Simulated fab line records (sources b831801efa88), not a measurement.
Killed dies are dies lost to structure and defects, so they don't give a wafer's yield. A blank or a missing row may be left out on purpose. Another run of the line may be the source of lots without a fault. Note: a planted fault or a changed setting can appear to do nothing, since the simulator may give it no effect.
The tool behind it: which one? -- flow sky130 -- at 1 step of a route of 708, 6 lots with 18 wafers sampled

## WHAT THE GAUGES SHOWED, per wafer
SKY_POLY_GATE_CD_MEAS_13 targets a cd of 150 nm.
lot,measured,on,cd nm (nm)
L343,day 16 21:11,cd sem-02,150.8 147.5 150.9
L344,day 17 10:26,cd sem-02,148.6 149.5 150.6
L346,day 18 03:46,cd sem-02,149.3 148.5 148.4
L358,day 23 12:52,cd sem-01,149.7 150.7 150.6
L361,day 24 00:43,cd sem-02,151.9 151.9 151.1
L362,day 24 11:11,cd sem-02,151.6 151.1 151.3

## TOOL THAT RAN EACH LOT (tool first, then ch and the chambers of the sampled wafers, then the start)
Record: no process step prior to these readings.

## THE ANSWER, worked out from the rows above alone
Rule: usual is defined by the lots themselves. Put in order of their means at a reading, lots are off if they are a third of the lots or fewer, leave a main group of 4 or more, and stand apart from it by a gap of 3 or more times the standard deviation of the main group's means; of several such gaps the widest counts. A main group is skipped when, at the precision printed for the reading in the tables above, its means are all equal. Also off: a lot with no number at a reading for which 4 or more lots have one. Any other lot the step has rows for is counted as sound.
Across all readings shown, no lot is off: no conclusion can be drawn from this.

## WHAT THE SIMULATOR HAD INSERTED
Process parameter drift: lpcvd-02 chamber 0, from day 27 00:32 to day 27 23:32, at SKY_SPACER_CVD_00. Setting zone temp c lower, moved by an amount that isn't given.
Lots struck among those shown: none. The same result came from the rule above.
